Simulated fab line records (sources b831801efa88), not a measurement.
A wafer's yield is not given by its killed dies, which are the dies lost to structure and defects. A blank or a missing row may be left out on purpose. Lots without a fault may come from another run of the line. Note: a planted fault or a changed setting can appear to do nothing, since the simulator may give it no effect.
fab line records | flow sfq-line
[record] lots = 6 wafers = 16 last-day = 82
route steps=325 shown M1@62 I1@73
lots that met no fault: from a run of the same line without faults
start-h: start of the lot's first displayed wafer, in hours after the record's first day | wait-h: hours since the lot's step before | " the same as in the row above | L1.1+2: a row that stands for several wafers | - no value, or no start given | * or withheld: withheld | < > ~ a bound
route shown NAME@n: a module of which the file shows steps, and the number in the route of the first | usual: average and standard deviation across the fault-free wafers | same: alike in all rows | chamber/n: place in a boat | sites: the reading at each site | _std_site: standard deviation of those values | _edge_site: inner sites' mean taken away from outer sites' mean | radius-mm: for every site, how far away it sits from the centre of the wafer | mask NAME#n: copy n | behind: the tool/chamber that last shaped the wafer | hold: what put the lot on hold/how long, in hours/how the hold closed | device: which transistor (n, p or np) failed to switch | end of line: the tests these same wafers got at the end of their route | a step without rows: its recipe alone | killed: the dies lost at the first sort to structure and to defects; this is not the yield of the wafer | map: the dies of a wafer, with x for killed, . for not killed, _ for no die there
set.NAME: the setting the step ran with; set.NAME@STEP: the setting that earlier step ran with | model.NAME: the simulator's own value behind a step, which no gauge read
lots at selected steps of the route; one table per step, one row per wafer
services: when a tool's chamber went out of use (start-h, in hours from the record's first day, below 0 if earlier), for how many hours, and the reason
[[steps]]
[step SFQ_TRILAYER_M1_LITHO_COAT_044]
[recipe] resist = BARC spin-rpm = 3000 resist-thk-nm = 62
[step SFQ_TRILAYER_M1_LITHO_COAT_039]
[recipe] resist = KrF spin-rpm = 3000 resist-thk-nm = 600
[step SFQ_TRILAYER_M1_LITHO_SOFTBAKE_043]
[recipe] temp-c = withheld time-s = withheld resist = KrF
[step SFQ_TRILAYER_M1_LITHO_EXPOSE_040]
[recipe] mask-id = M1 na = 0.6 source-shape = conventional sigma-outer = 0.65 target-cd-nm = 500 dose-mj = 14.4
[step SFQ_TRILAYER_M1_LITHO_PEB_042]
[recipe] peb-temp-c = 115 peb-time-s = 60 resist = KrF
[step SFQ_TRILAYER_M1_LITHO_DEVELOP_041]
[recipe] time-s = 60 resist = KrF
[step SFQ_M1_OVL_MEAS_911]
[usual] M1_OVL = -1/6.3
// columns lot.wafer tool chamber start-h wait-h M1_OVL[nm]
L337.1 overlay-02 - 328.60 0.1 -4
L337.3 " - " " -5
L337.4 " - " " -1
L340.4 overlay-02 - 331.75 0.1 -6
L340.5 " - " " -5
L340.6 " - " " -8
L343.2 overlay-02 - 428.17 0.1 8
L343.4 " - " " 12
L343.5 " - " " 9
L347.2 overlay-01 - 465.35 0.1 5
L347.4 " - " " 0
L347.6 " - " " 0
L357.3 overlay-02 - 550.71 0.1 -3
L357.6 " - " " 1
L358.2 overlay-02 - 551.90 0.1 1
L358.6 " - " " 0
[step SFQ_TRILAYER_M1_BARC_OPEN_METAL_ETCH_054]
[recipe] mask-material = PR chemistry = O2 target-depth-nm = 125 target = BARC icp-w = 600 bias-w = 80 pressure-mtorr = 10 time-s = 41.7
[usual] drypump-motor-current-A = 5.7/0.51 oes-product-au = 0.685/0.0046
// columns lot.wafer tool chamber start-h wait-h drypump-motor-current-A oes-product-au rf-hours-counter-h
L337.1 rie-metal-02 0 328.64 0.0 6.6 0.691 119
L337.3 " 0 " " 6.6 0.689 -
L337.4 " 1 " " 5.9 0.691 -
L340.4 rie-metal-01 1 331.79 0.0 5.7 0.687 -
L340.5 " 1 " " 5.7 0.687 -
L340.6 " 0 " " 5.3 0.686 -
L343.2 rie-metal-03 0 428.20 0.0 5.9 0.680 42
L343.4 " 1 " " 5.0 0.688 -
L343.5 " 0 " " 5.9 0.682 -
L347.2 rie-metal-03 0 465.38 0.0 6.0 0.677 47
L347.4 " 1 " " 5.0 0.692 -
L347.6 " 0 " " 6.0 0.693 -
L357.3 rie-metal-02 1 550.75 0.0 6.0 0.695 -
L357.6 " 0 " " 6.6 0.684 -
L358.2 rie-metal-03 1 551.93 0.0 5.0 0.690 151
L358.6 " 0 " " 6.0 0.687 -
[step SFQ_TRILAYER_M1_ETCH_METAL_ETCH_042]
[recipe] target = Nb stop-on = SiO2 mask-material = PR chemistry = Cl2/Ar target-depth-nm = 240 icp-w = 600 bias-w = 80 pressure-mtorr = 10 time-s = 120
[usual] drypump-motor-current-A = 5.7/0.52 oes-product-au = 0.896/0.0077
// columns lot.wafer tool chamber start-h wait-h drypump-motor-current-A oes-product-au rf-hours-counter-h
L337.1 rie-metal-02 0 328.70 0.0 6.6 0.889 120
L337.3 " 0 " " 6.6 0.890 -
L337.4 " 1 " " 6.0 0.896 -
L340.4 rie-metal-01 1 331.87 0.1 5.7 0.888 -
L340.5 " 1 " " 5.7 0.884 -
L340.6 " 0 " " 5.3 0.887 -
L343.2 rie-metal-03 0 428.26 0.0 5.9 0.893 42
L343.4 " 1 " " 5.0 0.900 -
L343.5 " 0 " " 5.9 0.900 -
L347.2 rie-metal-03 0 465.44 0.0 5.9 0.892 47
L347.4 " 1 " " 5.0 0.890 -
L347.6 " 0 " " 6.0 0.891 -
L357.3 rie-metal-02 1 550.84 0.1 6.0 0.897 -
L357.6 " 0 " " 6.6 0.889 -
L358.2 rie-metal-03 1 551.99 0.0 5.0 0.891 152
L358.6 " 0 " " 5.9 0.889 -
[step SFQ_TRILAYER_M1_STRIP_STRIP_043]
[recipe] gas = O2 power-w = 200 platen-temp-c = 40 overash-fraction = 0.65 chemistry = O2 pressure-mtorr = 50
[usual] drypump-motor-current-A = 5.7/0.52 oes-product-au = 0.996/0.0069
[same] overash-fraction = 0.65
// columns lot.wafer tool chamber start-h wait-h drypump-motor-current-A oes-product-au rf-hours-counter-h
L337.1 rie-metal-02 0 328.82 0.1 6.6 0.991 120
L337.3 " 0 " " 6.6 0.995 -
L337.4 " 1 " " 5.9 0.992 -
L340.4 rie-metal-01 1 332.15 0.2 5.7 1.007 -
L340.5 " 1 " " 5.7 0.992 -
L340.6 " 0 " " 5.3 0.989 -
L343.2 rie-metal-03 0 428.38 0.1 5.9 0.984 42
L343.4 " 1 " " 5.0 1.000 -
L343.5 " 0 " " 6.0 0.992 -
L347.2 rie-metal-03 0 465.57 0.1 6.0 1.004 47
L347.4 " 1 " " 5.0 0.996 -
L347.6 " 0 " " 6.0 0.999 -
L357.3 rie-metal-02 1 551.12 0.2 5.9 0.991 -
L357.6 " 0 " " 6.6 0.986 -
L358.2 rie-metal-03 1 552.12 0.1 5.0 0.997 152
L358.6 " 0 " " 6.0 0.999 -
[step SFQ_TRILAYER_M1_STRIP_SOLV_CLEAN_044]
[recipe] chemistry = NMP temp-c = 70 time-s = 600
[step SFQ_TRILAYER_I1_DEP_PECVD_045]
[recipe] material = SiO2 temp-c = 150 time-s = 111.11 pressure-torr = 2.4 rf-w = 183.3 precursor = SiH4/N2O target-thk-nm = 500
[usual] heater-power-w = 80/12 throttle-valve-pct = 24.7/1.4
// columns lot.wafer tool chamber start-h wait-h heater-power-w throttle-valve-pct
L337.1 pecvd-03 0 329.60 0.0 90 26.1
L337.3 " 2 " " 79 25.8
L337.4 " 1 " " 71 25.4
L340.4 pecvd-04 1 332.77 0.0 90 22.7
L340.5 " 2 " " 75 24.9
L340.6 " 0 " " 63 23.5
L343.2 pecvd-03 1 429.16 0.0 73 25.8
L343.4 " 0 " " 100 26.7
L343.5 " 1 " " 73 25.2
L347.2 pecvd-03 1 466.34 0.0 77 25.3
L347.4 " 0 " " 106 26.6
L347.6 " 2 " " 91 26.0
L357.3 pecvd-04 1 551.69 0.0 91 23.2
L357.6 " 1 " " 91 23.4
L358.2 pecvd-03 2 552.89 0.0 94 25.9
L358.6 " 1 " " 64 25.2
[step SFQ_TRILAYER_I1_CMP_CMP_046]
[recipe] material = SiO2 down-force-psi = 3 platen-rpm = 60 pad-velocity-m-s = 0.94248
[usual] motor-current-A = 10.7/0.64 platen-rpm = 60.00/0.04 time-to-endpoint-s = 215/6.6
// columns lot.wafer tool chamber start-h wait-h motor-current-A platen-rpm time-to-endpoint-s
L337.4 cmp-01 3 343.12 13.4 11.1 60.03 211
L337.1 " 0 " " 10.8 60.00 203
L337.3 " 1 " " 10.1 60.01 209
L340.4 cmp-02 0 352.01 19.2 9.9 59.96 220
L340.5 " 1 " " 10.1 60.01 226
L340.6 " 2 " " 11.8 59.95 214
L343.2 cmp-01 1 445.86 16.7 11.0 59.95 220
L343.4 " 2 " " 10.6 59.97 217
L343.5 " 1 447.86 18.6 11.2 59.99 217
L347.2 cmp-02 3 471.38 5.0 10.9 60.00 211
L347.4 " 0 " " 10.1 59.98 213
L347.6 " 0 473.88 7.5 10.2 60.01 208
L357.3 cmp-02 2 553.57 1.8 11.3 60.01 218
L357.6 " 3 556.07 4.3 11.0 60.00 122
L358.2 cmp-02 1 557.57 4.6 10.1 60.02 121
L358.6 " 3 558.57 5.6 10.8 59.97 115
[step SFQ_I1_BOW_MEAS_912]
[recipe] mode = bow
[usual] I1_BOW = 0/8.2
// columns lot.wafer tool chamber start-h wait-h I1_BOW[um]
L337.1 film-metro-01 - 345.62 1.5 -1
L337.3 " - " " 4
L337.4 " - " " 11
L340.4 film-metro-02 - 353.57 1.1 7
L340.5 " - " " 10
L340.6 " - " " 14
L343.2 film-metro-01 - 448.38 2.0 -2
L343.4 " - " " 6
L343.5 " - " " 11
L347.2 film-metro-04 - 474.40 2.5 3
L347.4 " - " " -4
L347.6 " - " " 8
L357.3 film-metro-04 - 556.61 2.5 -13
L357.6 " - " " -4
L358.2 film-metro-04 - 559.59 1.5 7
L358.6 " - " " -3
[[services]]
// columns tool chamber start-h hours kind
cmp-02 - 312.35 5.0 pm
cmp-02 - 318.40 2.1 repair
cmp-01 - 327.40 6.2 pm
rie-metal-01 1 335.83 6.1 repair
cmp-02 - 355.45 6.2 repair
pecvd-03 0 378.86 3.0 repair
cmp-02 - 393.72 0.9 repair
cmp-02 - 407.35 4.0 pm
cmp-01 - 409.95 2.2 repair
cmp-02 - 411.35 - consumable-replace:conditioner
cmp-02 - 411.35 - consumable-replace:pad
cmp-02 - 414.35 18.0 pm
rie-metal-03 0 443.73 8.6 repair
pecvd-03 - 450.51 0.5 repair
rie-metal-02 0 455.97 6.4 repair
cmp-01 - 456.82 1.7 repair
rie-metal-02 1 461.80 3.8 repair
cmp-01 - 470.50 2.1 repair
pecvd-03 - 481.29 14.6 pm
cmp-01 - 498.24 0.5 repair
rie-metal-01 - 508.64 15.6 pm
cmp-01 - 540.41 16.7 pm
[[key]]
[first-sign] step = SFQ_TRILAYER_I1_CMP_CMP_046 reading = time-to-endpoint-s direction = down sigmas = 14 usual = * struck = *
effect none on later readings
met-at SFQ_TRILAYER_I1_CMP_CMP_046
struck-wafers L357.6,L358.2,L358.6
onset-between 471.38 553.57
[fault] kind = process-parameter-drift tool = cmp-02 chamber = - onset-h = 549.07 steps = SFQ_TRILAYER_I1_CMP_CMP_046 channel = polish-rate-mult offset = 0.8 shape = step end-h = 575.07 scope = struck-wafers-only
